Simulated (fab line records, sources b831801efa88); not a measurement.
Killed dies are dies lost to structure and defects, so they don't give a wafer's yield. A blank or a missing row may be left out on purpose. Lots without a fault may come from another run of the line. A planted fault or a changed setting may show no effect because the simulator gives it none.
Which tool did it? | flow sky130 | 12 lots, 36 wafers sampled, at 3 steps of a route of 708

WHAT THE GAUGES READ, wafer by wafer
SKY_CAP2M_THK_MEAS_01.
lot  | measured     | on            | CAP2M_CVD_00_THK (nm)
L075 | day 40 01:31 | film_metro-02 | 15.44 15.45 15.65
L077 | day 40 19:38 | film_metro-04 | 15.36 15.50 15.67
L078 | day 41 00:05 | film_metro-01 | 15.33 15.58 15.58
L080 | day 41 18:10 | film_metro-01 | 15.73 15.64 15.83
L083 | day 42 06:56 | film_metro-04 | 15.46 15.34 15.54
L085 | day 43 00:35 | film_metro-04 | 15.15 15.46 15.61
L087 | day 43 11:59 | film_metro-01 | 15.69 15.74 15.78
L089 | day 44 01:04 | film_metro-04 | 15.41 15.64 15.41
L091 | day 44 16:16 | film_metro-02 | 15.50 15.66 15.64
L093 | day 45 05:29 | film_metro-04 | 15.45 15.64 15.53
L095 | day 45 17:26 | film_metro-04 | 15.19 15.64 15.56
L097 | day 45 22:00 | film_metro-01 | 15.54 15.51 15.52

WHICH TOOL RAN EACH LOT (tool, then ch and the chambers of the sampled wafers, then the start)
lot  | SKY_METAL3_SPUTTER_04        | SKY_VIA3_STRIP_16
L075 | pvd_sputter-01, day 36 16:59 | plasma_asher-04 ch 0,1, day 40 00:05
L077 | pvd_sputter-04, day 37 12:04 | plasma_asher-04 ch 0,1, day 40 18:08
L078 | pvd_sputter-01, day 37 15:52 | plasma_asher-03 ch 0,1, day 40 22:37
L080 | pvd_sputter-04, day 38 10:45 | plasma_asher-02 ch 0,1, day 41 16:43
L083 | pvd_sputter-01, day 39 01:19 | plasma_asher-04 ch 0,1, day 42 05:30
L085 | pvd_sputter-04, day 39 19:10 | plasma_asher-04 ch 0,1, day 42 23:08
L087 | pvd_sputter-01, day 40 07:04 | plasma_asher-02 ch 0,1, day 43 10:07
L089 | pvd_sputter-03, day 40 23:07 | plasma_asher-03 ch 0,1, day 43 23:37
L091 | pvd_sputter-03, day 41 15:25 | plasma_asher-04 ch 1, day 44 14:49
L093 | pvd_sputter-03, day 42 04:49 | plasma_asher-02 ch 0,1, day 45 04:04
L095 | pvd_sputter-01, day 42 18:07 | plasma_asher-04 ch 0,1, day 45 16:01
L097 | pvd_sputter-03, day 42 23:34 | plasma_asher-04 ch 0,1, day 45 20:34
- SKY_METAL3_SPUTTER_04: material TiN, target thk 70 nm, time 58.3 s.
- SKY_VIA3_STRIP_16: strips in O2/N2.

THE ANSWER, worked out from the rows above alone
Rule: what is usual is taken from the lots themselves. Put in order of their means at a reading, lots are off if they are a third of the lots or fewer, leave a main group of 4 or more, and stand apart from it by a gap of 3 or more times the standard deviation of the main group's means; of several such gaps the widest counts. A main group whose means are all the same, to the digits that the tables above print for the reading, isn't used. A lot without any number at a reading at which 4 lots or more have one is off too. The other lots that the step has rows for count as sound.
No lot is off at any reading shown: from this, nothing can be told.

WHAT THE SIMULATOR HAD PUT IN
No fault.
